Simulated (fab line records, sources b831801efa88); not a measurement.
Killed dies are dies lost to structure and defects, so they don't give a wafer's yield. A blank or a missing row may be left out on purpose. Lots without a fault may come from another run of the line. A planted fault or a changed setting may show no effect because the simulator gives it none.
A struck lot beside a sound one | flow sky130 | 23 steps out of a route of 708
Sound: wafers L971.3, L971.4, L971.5. Struck: wafers L985.2, L985.3, L985.6. The cause comes at the end.
At each step with rows: each side's tool, then ch and its chambers, then its first start. Under that, the readings that differ: sound wafers | struck wafers | difference of the means | sigmas: that difference in standard deviations of wafers without a fault.
alike: readings whose means differ by less than 2 such deviations, and words and numbers that are the same on both sides. not compared: withheld readings, readings that some wafer has no value for, bounds like >300 that may hide the same value, and numbers for which the record gives no deviation and whose values overlap.
The two part at a step that has a row with sigmas, a row that says differs or no value, or rows on one side only. Numbers that don't overlap but have no deviation are shown without sigmas and don't part them. A reading that every wafer of one side lacks parts them only if that side has two wafers or more.

first, 5 steps without rows for these wafers: SKY_VT_ADJUST_NCORE_COAT_02 (resist thk 1140 nm); SKY_VT_ADJUST_NCORE_SOFTBAKE_03 (time 60 s); SKY_VT_ADJUST_NCORE_EXPOSE_04 (exposes mask LVTN COMPLEMENT THIN, target cd 380 nm); SKY_VT_ADJUST_NCORE_PEB_05; SKY_VT_ADJUST_NCORE_DEVELOP_06 (develop time 60 s).
SKY_VT_ADJUST_NCORE_CD_MEAS_07: target cd 380 nm.
  sound on cd_sem-01, day 10 07:24; struck on cd_sem-02, day 14 10:28
  alike: cd_nm
SKY_VT_ADJUST_NCORE_OVL_MEAS_08:
  sound on overlay-02, day 10 07:30; struck on overlay-01, day 14 10:34
  alike: VT_ADJUST_NCORE_OVL
then, 1 step without rows for these wafers: SKY_VT_ADJUST_NCORE_IMPLANT_09.
SKY_VT_ADJUST_NCORE_STRIP_10: strips in O2/N2.
  sound on plasma_asher-04 ch 0,1, day 10 07:42; struck on plasma_asher-04 ch 1, day 14 10:45
  alike: drypump_motor_current_A, oes_product_au, strip_time_to_endpoint_s
  not compared: rf_hours_counter_h
SKY_VT_ADJUST_NCORE_TW_MEAS_11:
  sound on film_metro-04, day 10 07:47; struck on film_metro-03, day 14 10:52
  alike: VT_ADJUST_NCORE_TW
then, 2 steps without rows for these wafers: SKY_VT_ADJUST_HVTR_DEHYDRATE_00 (time 60 s); SKY_VT_ADJUST_HVTR_HMDS_01 (prime time 60 s).
SKY_VT_ADJUST_HVTR_COAT_02: resist thk 1140 nm.
  sound on litho_track-01 ch 0, day 10 18:30; struck on litho_track-01 ch 0, day 14 23:22
  reading                                             | sound                | struck               | difference | sigmas
  spin_speed_rpm (rpm)                                | 2999.0 2999.5 3001.0 | 3622.3 3620.5 3622.9 | +622.1     | +99 or more
  model.NOVOLAK_of_VT_ADJUST_HVTR_COAT_02.thk_nm (nm) | 1138 1140 1138       | 1040 1043 1040       | -98        |
then, 3 steps without rows for these wafers: SKY_VT_ADJUST_HVTR_SOFTBAKE_03 (time 60 s); SKY_VT_ADJUST_HVTR_EXPOSE_04 (exposes mask HVTRM, target cd 380 nm); SKY_VT_ADJUST_HVTR_PEB_05.
SKY_VT_ADJUST_HVTR_DEVELOP_06: develop time 60 s.
  sound on litho_track-03 ch 0, day 11 05:46; struck on litho_track-02 ch 0, day 15 13:12
  reading                                             | sound          | struck         | difference | sigmas
  model.NOVOLAK_of_VT_ADJUST_HVTR_COAT_02.thk_nm (nm) | 1138 1140 1138 | 1040 1043 1040 | -98        |
SKY_VT_ADJUST_HVTR_CD_MEAS_07: target cd 380 nm.
  sound on cd_sem-02, day 11 05:54; struck on cd_sem-02, day 15 13:20
  reading    | sound             | struck            | difference | sigmas
  cd_nm (nm) | 378.6 378.4 378.3 | 389.7 388.8 388.9 | +10.7      | +4
SKY_VT_ADJUST_HVTR_OVL_MEAS_08:
  sound on overlay-01, day 11 06:00; struck on overlay-02, day 15 13:27
  alike: VT_ADJUST_HVTR_OVL
then, 1 step without rows for these wafers: SKY_VT_ADJUST_HVTR_IMPLANT_09.
SKY_VT_ADJUST_HVTR_STRIP_10: strips in O2/N2.
  sound on plasma_asher-02 ch 0,1, day 11 06:12; struck on plasma_asher-04 ch 1, day 15 13:38
  reading                      | sound             | struck            | difference | sigmas
  strip_time_to_endpoint_s (s) | 14.15 14.20 14.15 | 13.04 13.06 13.02 | -1.13      | -31
  alike: drypump_motor_current_A, oes_product_au
  not compared: rf_hours_counter_h
SKY_VT_ADJUST_HVTR_TW_MEAS_11:
  sound on film_metro-01, day 11 06:17; struck on film_metro-01, day 15 13:44
  alike: VT_ADJUST_HVTR_TW
then, 1 step without rows for these wafers: SKY_PAD_OPEN_PROBE_99.

WHERE THEY PART
First at SKY_VT_ADJUST_HVTR_COAT_02; last, within this record, at SKY_VT_ADJUST_HVTR_STRIP_10. Later steps at which nothing parts them and some readings are alike: SKY_VT_ADJUST_HVTR_TW_MEAS_11.

WHY: what the simulator had put in
Process parameter drift: litho_track-01, from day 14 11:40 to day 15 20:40, at SKY_VT_ADJUST_HVTR_COAT_02. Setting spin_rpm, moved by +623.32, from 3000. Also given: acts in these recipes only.
